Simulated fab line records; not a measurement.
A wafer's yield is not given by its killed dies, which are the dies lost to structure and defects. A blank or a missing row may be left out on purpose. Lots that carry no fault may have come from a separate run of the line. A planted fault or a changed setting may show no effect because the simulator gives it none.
The tool behind it: which one?	flow sky130	7 lots with 21 wafers sampled at 2 steps, on a route of 708 steps

== WHAT EACH GAUGE READ, for each wafer ==
SKY_POLY_GATE_THK_MEAS_04.
lot	measured	on	POLY_GATE_CVD_03_THK (nm)
L871	day 16 02:41	film_metro-02	76.2 75.9 76.1
L874	day 17 03:26	film_metro-02	76.1 75.2 75.2
L882	day 20 02:38	film_metro-04	75.3 75.6 74.9
L884	day 20 16:59	film_metro-04	74.8 74.6 74.2
L889	day 22 08:43	film_metro-04	75.3 75.1 74.6
L892	day 23 09:12	film_metro-03	74.9 75.8 75.9

== EACH LOT AND THE TOOL THAT RAN IT (in order: tool; ch and the chambers of the sampled wafers; start) ==
lot	SKY_FIELD_ISO_ETCH_17
L871	rie_si-01 ch 1,2,3, day 2 15:47
L874	rie_si-02 ch 0,1,3, day 3 08:35
L880	rie_si-02 ch 0,1,2, day 4 15:53
L882	rie_si-02 ch 1,2, day 5 01:31
L884	rie_si-01 ch 0,1, day 5 12:27
L889	rie_si-01 ch 0,2,3, day 6 13:08
L892	rie_si-01 ch 0,1,2, day 7 05:59
- SKY_FIELD_ISO_ETCH_17: etches Si in HBr/Cl2/O2, target depth 342 nm, time 97.7 s.

== THE ANSWER, worked out from the rows above alone ==
Rule: usual is defined by the lots themselves. The widest of any qualifying gaps counts: lots, ordered by their means at a reading, are off when they make up no more than a third of the lots, leave a main group of 4 or more, and stand apart from it by 3 or more times the standard deviation of that group's means. A main group whose means are all the same, to the digits that the tables above print for the reading, isn't used. Also off: a lot with no number at a reading for which 4 or more lots have one. The other lots that the step has rows for count as sound.
Across all readings shown, no lot is off: no conclusion can be drawn from this.

== WHAT THE SIMULATOR HAD INSERTED ==
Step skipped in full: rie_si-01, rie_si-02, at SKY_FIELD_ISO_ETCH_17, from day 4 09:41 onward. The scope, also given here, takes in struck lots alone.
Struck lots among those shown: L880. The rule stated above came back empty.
